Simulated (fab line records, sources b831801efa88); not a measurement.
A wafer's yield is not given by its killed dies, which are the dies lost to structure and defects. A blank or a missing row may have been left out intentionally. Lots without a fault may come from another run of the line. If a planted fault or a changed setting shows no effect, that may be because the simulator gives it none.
Which tool did it? / flow sfq-line / 21 wafers from 7 lots sampled at 4 of the route's 325 steps

== WHAT EACH GAUGE READ, for each wafer ==
SFQ_M3_RS_MEAS_919: a four-point-probe measurement.
lot=L570; measured=day 26 00:29; on=film-metro-01; M3_NB_RS (ohm/sq)=0.896 0.895 0.894
lot=L572; measured=day 26 05:19; on=film-metro-01; M3_NB_RS (ohm/sq)=0.885 0.895 0.889
lot=L575; measured=day 32 00:02; on=film-metro-03; M3_NB_RS (ohm/sq)=0.891 0.882 0.889
lot=L577; measured=day 32 03:40; on=film-metro-01; M3_NB_RS (ohm/sq)=0.893 0.894 0.891
lot=L579; measured=day 32 07:14; on=film-metro-02; M3_NB_RS (ohm/sq)=0.903 0.518 0.900
lot=L581; measured=day 32 14:25; on=film-metro-03; M3_NB_RS (ohm/sq)=0.884 0.880 0.882
lot=L590; measured=day 33 13:14; on=film-metro-02; M3_NB_RS (ohm/sq)=0.902 0.900 0.906

== EACH LOT AND THE TOOL THAT RAN IT (in order: tool; ch and the chambers of the sampled wafers; start) ==
lot=L570; SFQ_TRILAYER_I1_VIA_BARC_OPEN_VIA_ETCH_071=rie-diel-04 ch 0,2,3, day 18 14:50; SFQ_TRILAYER_I1_VIA_STRIP_STRIP_053=rie-metal-03 ch 0,1, day 18 14:59; SFQ_TRILAYER_M3_DEP_SPUTTER_073=pvd-sputter-04, day 26 00:23
lot=L572; SFQ_TRILAYER_I1_VIA_BARC_OPEN_VIA_ETCH_071=rie-diel-04 ch 0,2,3, day 19 05:14; SFQ_TRILAYER_I1_VIA_STRIP_STRIP_053=rie-metal-01 ch 0,1, day 19 05:35; SFQ_TRILAYER_M3_DEP_SPUTTER_073=pvd-sputter-03, day 26 05:11
lot=L575; SFQ_TRILAYER_I1_VIA_BARC_OPEN_VIA_ETCH_071=rie-diel-01 ch 0,1,2, day 19 20:50; SFQ_TRILAYER_I1_VIA_STRIP_STRIP_053=rie-metal-02 ch 0,1, day 19 20:59; SFQ_TRILAYER_M3_DEP_SPUTTER_073=pvd-sputter-04, day 31 23:56
lot=L577; SFQ_TRILAYER_I1_VIA_BARC_OPEN_VIA_ETCH_071=rie-diel-01 ch 1,3, day 20 21:58; SFQ_TRILAYER_I1_VIA_STRIP_STRIP_053=rie-metal-02 ch 0,1, day 20 22:19; SFQ_TRILAYER_M3_DEP_SPUTTER_073=pvd-sputter-03, day 32 03:32
lot=L579; SFQ_TRILAYER_I1_VIA_BARC_OPEN_VIA_ETCH_071=rie-diel-01 ch 0,1, day 21 14:04; SFQ_TRILAYER_I1_VIA_STRIP_STRIP_053=rie-metal-01 ch 0,1, day 21 14:14; SFQ_TRILAYER_M3_DEP_SPUTTER_073=pvd-sputter-06, day 32 07:08
lot=L581; SFQ_TRILAYER_I1_VIA_BARC_OPEN_VIA_ETCH_071=rie-diel-03 ch 2,3, day 21 20:04; SFQ_TRILAYER_I1_VIA_STRIP_STRIP_053=rie-metal-03 ch 0,1, day 21 20:14; SFQ_TRILAYER_M3_DEP_SPUTTER_073=pvd-sputter-03, day 32 14:20
lot=L590; SFQ_TRILAYER_I1_VIA_BARC_OPEN_VIA_ETCH_071=rie-diel-01 ch 0,1,2, day 23 19:52; SFQ_TRILAYER_I1_VIA_STRIP_STRIP_053=rie-metal-02 ch 0,1, day 23 20:02; SFQ_TRILAYER_M3_DEP_SPUTTER_073=pvd-sputter-03, day 33 13:09
- SFQ_TRILAYER_I1_VIA_BARC_OPEN_VIA_ETCH_071: etches BARC in O2, target depth 125 nm, time 41.7 s.
- SFQ_TRILAYER_I1_VIA_STRIP_STRIP_053: strips in O2.
- SFQ_TRILAYER_M3_DEP_SPUTTER_073: material Nb, target thk 200 nm, time 133.3 s.

== THE ANSWER, worked out from the rows above alone ==
Rule: the lots themselves supply what counts as usual. The widest of any qualifying gaps counts: lots, ordered by their means at a reading, are off when they make up no more than a third of the lots, leave a main group of 4 or more, and stand apart from it by 3 or more times the standard deviation of that group's means. If all means in a main group match to the digits the tables above print for the reading, that group is not used. Also off: a lot with no number at a reading for which 4 or more lots have one. Where the step has rows for the other lots, those lots are counted as sound.
Off: L579, seen at SFQ_M3_RS_MEAS_919 (M3_NB_RS). For the main group the mean is 0.892 ohm/sq and the standard deviation 0.0064.
If a tool, at a process step before that reading, ran all the lots that are off and no sound lot after the first of them, it fits. Gauges at SFQ_M3_RS_MEAS_919: tried the same way as those tools. Undecided on this evidence; 2 tools fit (rie-metal-01 at SFQ_TRILAYER_I1_VIA_STRIP_STRIP_053, pvd-sputter-06 at SFQ_TRILAYER_M3_DEP_SPUTTER_073).

== WHAT HAD BEEN PUT IN BY THE SIMULATOR ==
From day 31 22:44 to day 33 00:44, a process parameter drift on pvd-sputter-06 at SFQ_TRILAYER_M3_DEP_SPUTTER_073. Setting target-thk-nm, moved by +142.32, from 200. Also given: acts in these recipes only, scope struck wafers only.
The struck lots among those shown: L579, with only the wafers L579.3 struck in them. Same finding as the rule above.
